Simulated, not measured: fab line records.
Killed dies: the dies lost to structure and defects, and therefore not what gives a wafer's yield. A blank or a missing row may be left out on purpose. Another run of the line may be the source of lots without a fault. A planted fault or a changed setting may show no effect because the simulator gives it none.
Split-lot study + flow gf180mcu + 23 wafers read from 5 lots, route of 602 steps

== ON THE SPLIT ==
At GF_V5_CVD_00 (deposits SiO2, target thk 300 nm, time 50 s), the setting sih4FlowSccm was moved away from the recipe's 60 sccm on 8 of the 23 wafers read, by -12.9% to +7.0%. This setting was run at the recipe's value on the other wafers.

Split to reading: the file shows no intervening step.

== THE READING ==
V5_CVD_00_THK (nm), taken at GF_V5_THK_MEAS_01. On this fab line, fault-free wafers typically give 300 nm with a standard deviation of 3.7 nm.

| wafer  | tool, chamber at the split | sih4FlowSccm as run, sccm | against the recipe | V5_CVD_00_THK, nm | against lot-mates on the recipe |
|--------|----------------------------|---------------------------|--------------------|-------------------|---------------------------------|
| L075.1 | hdpcvd-01, 2               | 60                        | recipe             | 301               | -                               |
| L075.2 | hdpcvd-01, 1               | 52.26                     | -12.9%             | 258               | -43                             |
| L075.3 | hdpcvd-01, 0               | 60                        | recipe             | 301               | -                               |
| L075.4 | hdpcvd-01, 2               | 52.26                     | -12.9%             | 262               | -39                             |
| L075.5 | hdpcvd-01, 1               | 52.26                     | -12.9%             | 255               | -46                             |
| L076.2 | hdpcvd-01, 2               | 60                        | recipe             | 295               | -                               |
| L076.3 | hdpcvd-01, 0               | 64.21                     | +7.0%              | 320               | +27                             |
| L076.4 | hdpcvd-01, 0               | 64.21                     | +7.0%              | 320               | +27                             |
| L076.5 | hdpcvd-01, 1               | 60                        | recipe             | 290               | -                               |
| L076.6 | hdpcvd-01, 2               | 60                        | recipe             | 294               | -                               |
| L082.1 | hdpcvd-02, 1               | 60                        | recipe             | 302               | -                               |
| L082.2 | hdpcvd-02, 2               | 57.59                     | -4.0%              | 283               | -17                             |
| L082.4 | hdpcvd-02, 0               | 57.59                     | -4.0%              | 287               | -13                             |
| L082.5 | hdpcvd-02, 2               | 60                        | recipe             | 298               | -                               |
| L082.6 | hdpcvd-02, 1               | 57.59                     | -4.0%              | 288               | -12                             |
| L083.1 | hdpcvd-02, 0               | 60                        | recipe             | 306               | -                               |
| L083.2 | hdpcvd-02, 1               | 60                        | recipe             | 308               | -                               |
| L083.3 | hdpcvd-02, 2               | 60                        | recipe             | 304               | -                               |
| L083.4 | hdpcvd-02, 0               | 60                        | recipe             | 303               | -                               |
| L083.6 | hdpcvd-02, 2               | 60                        | recipe             | 304               | -                               |
| L084.2 | hdpcvd-02, 1               | 60                        | recipe             | 305               | -                               |
| L084.3 | hdpcvd-02, 2               | 60                        | recipe             | 302               | -                               |
| L084.5 | hdpcvd-02, 0               | 60                        | recipe             | 302               | -                               |

THE FIT
A straight line over all 23 wafers: V5_CVD_00_THK changes by +3.21 nm for each +1% of sih4FlowSccm; r = +0.97; the points scatter about the line by 4.4 nm.
The same after taking each lot's own level away (the mean of its wafers on the recipe; 23 wafers): +3.43 nm for each +1%; r = +0.99; scatter 2.2 nm.
That fit puts the effect of the largest move of sih4FlowSccm on the reading at 44 nm.
Across the lots, their own levels run from 293.0 to 305.0 nm, a range of 3.2 times the standard deviation given above.
Consequently the slope shifts little with the lot-to-lot level, the two slopes agreeing.
Check: for one of the wafers moved furthest among these (-12.9%), held out of the fit, the line's prediction against its lot-mates is -44.1 nm. It came out at -43 nm against them.

== OTHER SPLITS ON THESE WAFERS ==
Note: prior to the reading, these wafers also went through further splits. Each is held against what the fit with the lots' levels taken away leaves over:
| other split on the same wafers | wafers away from the commonest value | r with V5_CVD_00_THK (lot level and that fit taken away) |
|--------------------------------|--------------------------------------|----------------------------------------------------------|
| GF_V4_CMP_04 leaveAboveRefNm   | 9                                    | -0.20                                                    |
| GF_V4_SOFTBAKE_10 tempC        | 8                                    | +0.39                                                    |
| GF_MIM_SPUTTER_09 powerW       | 10                                   | +0.12                                                    |
| GF_MIM_COAT_14 spinRpm         | 9                                    | +0.22                                                    |
| GF_M5_PEB_05 pebTimeS          | 12                                   | -0.02                                                    |

== THE WHOLE CHAIN: every reading that the file lists as answering this split, in the file's order ==
| step              | what it does                                | reading                                                                  | change (the file's fit)              | r (the file's) |
|-------------------|---------------------------------------------|--------------------------------------------------------------------------|--------------------------------------|----------------|
| GF_V5_CVD_00      | deposits SiO2, target thk 300 nm, time 50 s | SiO2_of_V5_CVD_00.thkNm (the simulator's own value, which no gauge read) | +3.44 nm for each +1% of the setting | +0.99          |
| GF_V5_THK_MEAS_01 |                                             | V5_CVD_00_THK                                                            | +3.43 for each +1% of the setting    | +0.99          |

== FILE'S OWN FIT ==
V5_CVD_00_THK changes by +3.43 nm for each +1% of sih4FlowSccm, r = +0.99.
